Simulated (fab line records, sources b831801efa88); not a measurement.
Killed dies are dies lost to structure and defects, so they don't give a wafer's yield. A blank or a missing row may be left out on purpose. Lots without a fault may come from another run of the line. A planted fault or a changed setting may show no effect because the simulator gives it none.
A struck lot beside a sound one | flow sky130 | 43 steps out of a route of 708
Sound: wafers L675.4, L675.5, L675.6. Struck: wafer L677.6. The cause comes at the end.
At each step with rows: each side's tool, then ch and its chambers, then its first start. Under that, the readings that differ: sound wafers | struck wafers | difference of the means | sigmas: that difference in standard deviations of wafers without a fault.
alike: readings whose means differ by less than 2 such deviations, and words and numbers that are the same on both sides. not compared: withheld readings, readings that some wafer has no value for, bounds like >300 that may hide the same value, and numbers for which the record gives no deviation and whose values overlap.
The two part at a step that has a row with sigmas, a row that says differs or no value, or rows on one side only. Numbers that don't overlap but have no deviation are shown without sigmas and don't part them. A reading that every wafer of one side lacks parts them only if that side has two wafers or more.

first, 3 steps without rows for these wafers: SKY_VIA2_STRIP_17 (strips in post etch residue remover, time 1200 s); SKY_VIA2_CLEAN_18 (cleans in IPA, time 180 s); SKY_VIA2_CLEAN_19 (cleans in O3/DIW).
SKY_VIA2_SPUTTER_20: material TiN, target thk 20 nm, time 80 s.
  sound on pvd_sputter-02, day 37 07:11; struck on pvd_sputter-03, day 37 18:04
  alike: throttle_valve_pct
then, 1 step without rows for these wafers: SKY_VIA2_CVD_21 (deposits W, target thk 420 nm, time 126.4 s).
SKY_VIA2_RS_MEAS_22: measures by four-point-probe.
  sound on film_metro-02, day 37 07:26; struck on film_metro-04, day 37 18:19
  reading            | sound             | struck | difference | sigmas
  VIA2_W_RS (ohm/sq) | 0.273 0.282 0.275 | 0.269  | -0.008     | -2
SKY_VIA2_THK_MEAS_23: measures by xrf.
  sound on film_metro-02, day 37 07:32; struck on film_metro-04, day 37 18:23
  reading         | sound       | struck | difference | sigmas
  VIA2_W_THK (nm) | 402 392 400 | 416    | +18        | +3
then, 1 step without rows for these wafers: SKY_VIA2_CMP_24 (polishes, stops on SiO2, t overpolish 18.53 s, target thk 0 nm).
SKY_METAL3_SPUTTER_00: material Ti, target thk 15 nm, time 10 s.
  sound on pvd_sputter-03, day 37 07:52; struck on pvd_sputter-03, day 37 18:43
  reading                | sound          | struck | difference | sigmas
  throttle_valve_pct (%) | 31.9 31.9 31.6 | 28.9   | -2.9       | -2
then, 2 steps without rows for these wafers: SKY_METAL3_SPUTTER_01 (material TiN, target thk 20 nm, time 16.7 s); SKY_METAL3_SPUTTER_02 (material AlCu, target thk 735 nm, time 39.1 s).
SKY_METAL3_SPUTTER_03: material Ti, target thk 5 nm, time 3.3 s.
  sound on pvd_sputter-03, day 37 07:57; struck on pvd_sputter-03, day 37 18:48
  reading                | sound          | struck | difference | sigmas
  throttle_valve_pct (%) | 31.6 32.0 31.7 | 28.7   | -3.1       | -3
SKY_METAL3_SPUTTER_04: material TiN, target thk 70 nm, time 58.3 s.
  sound on pvd_sputter-03, day 37 07:58; struck on pvd_sputter-03, day 37 18:50
  reading                | sound          | struck | difference | sigmas
  throttle_valve_pct (%) | 32.2 31.9 31.6 | 29.0   | -2.9       | -2
then, 1 step without rows for these wafers: SKY_CAPM_CVD_00 (deposits SiO2, target thk 15.5 nm).
SKY_CAPM_THK_MEAS_01:
  sound on film_metro-02, day 37 08:04; struck on film_metro-02, day 37 18:56
  alike: CAPM_CVD_00_THK
then, 1 step without rows for these wafers: SKY_CAPM_SPUTTER_02 (material TiN, target thk 200 nm, time 166.7 s).
SKY_CAPM_RS_MEAS_03: measures by four-point-probe.
  sound on film_metro-01, day 37 08:16; struck on film_metro-03, day 37 19:09
  alike: CAPM_TIN_RS
SKY_CAPM_THK_MEAS_04: measures by xrf.
  sound on film_metro-01, day 37 08:22; struck on film_metro-03, day 37 19:13
  alike: CAPM_TIN_THK
then, 7 steps without rows for these wafers: SKY_CAPM_DEHYDRATE_05 (time 60 s); SKY_CAPM_HMDS_06 (prime time 60 s); SKY_CAPM_COAT_07 (resist thk 1140 nm); SKY_CAPM_SOFTBAKE_08 (time 60 s); SKY_CAPM_EXPOSE_09 (exposes mask CAPM, target cd 1000 nm); SKY_CAPM_PEB_10; SKY_CAPM_DEVELOP_11 (develop time 60 s).
SKY_CAPM_OVL_MEAS_12:
  sound on overlay-01, day 38 08:52; struck on overlay-02, day 38 19:47
  alike: CAPM_OVL
then, 1 step without rows for these wafers: SKY_CAPM_METAL_ETCH_13 (etches TiN in Cl2/BCl3, stops on SiO2, target depth 220 nm, time 62.9 s).
SKY_CAPM_STRIP_14: strips in O2/N2.
  sound on plasma_asher-02 ch 0,1, day 38 08:59; struck on plasma_asher-01 ch 1, day 38 19:56
  reading                     | sound       | struck | difference | sigmas
  drypump_motor_current_A (A) | 5.0 5.0 6.0 | 6.7    | +1.4       | +3
  alike: oes_product_au, strip_time_to_endpoint_s
  not compared: rf_hours_counter_h
then, 11 steps without rows for these wafers: SKY_CAPM_STRIP_15 (strips in post etch residue remover, time 1200 s); SKY_CAPM_CLEAN_16 (cleans in IPA, time 180 s); SKY_CAPM_CLEAN_17 (cleans in O3/DIW); SKY_METAL3_DEHYDRATE_05 (time 60 s); SKY_METAL3_HMDS_06 (prime time 60 s); SKY_METAL3_COAT_07 (resist thk 60 nm); SKY_METAL3_COAT_08 (resist thk 1140 nm); SKY_METAL3_SOFTBAKE_09 (time 90 s); SKY_METAL3_EXPOSE_10 (exposes mask MM3, target cd 300 nm); SKY_METAL3_PEB_11; SKY_METAL3_DEVELOP_12 (develop time 60 s).
SKY_METAL3_CD_MEAS_13: target cd 300 nm.
  sound on cd_sem-01, day 39 10:50; struck on cd_sem-01, day 39 21:11
  alike: cd_nm
SKY_METAL3_OVL_MEAS_14:
  sound on overlay-01, day 39 10:55; struck on overlay-01, day 39 21:14
  alike: METAL3_OVL
SKY_METAL3_DESCUM_15: chemistry O2, time 8 s.
  sound on rie_metal-03 ch 0,1, day 39 10:57; struck on rie_metal-03 ch 0, day 39 21:16
  alike: drypump_motor_current_A, oes_product_au
  not compared: rf_hours_counter_h
-- the record jumps here: 7 days lie between the struck wafers' starts before and after (it left off in module METAL3 and takes up again in module PAD_OPEN, whose first step shown is number 708 of the route) --
SKY_PAD_OPEN_PROBE_99:
  sound on prober-02, day 46 14:11; struck on prober-01, day 46 22:44
  reading            | sound    | struck | difference | sigmas
  killed_at_M0_to_M3 | 38 51 43 | 86     | +42        | +6
  killed_dies        | 85 95 99 | 141    | +48        | +5
  alike: killed_at_M4_up, killed_at_contacts, killed_at_front_end, killed_at_other, killed_open, killed_short
  not compared: model.etest.tester.sort_n_pass, model.etest.tester.sort_yield_pct, model.etest.tester.sort_bin_5_pct, model.etest.tester.sort_bin_3_pct

WHERE THEY PART
First at SKY_VIA2_RS_MEAS_22; last, within this record, at SKY_PAD_OPEN_PROBE_99.

WHY: what the simulator had put in
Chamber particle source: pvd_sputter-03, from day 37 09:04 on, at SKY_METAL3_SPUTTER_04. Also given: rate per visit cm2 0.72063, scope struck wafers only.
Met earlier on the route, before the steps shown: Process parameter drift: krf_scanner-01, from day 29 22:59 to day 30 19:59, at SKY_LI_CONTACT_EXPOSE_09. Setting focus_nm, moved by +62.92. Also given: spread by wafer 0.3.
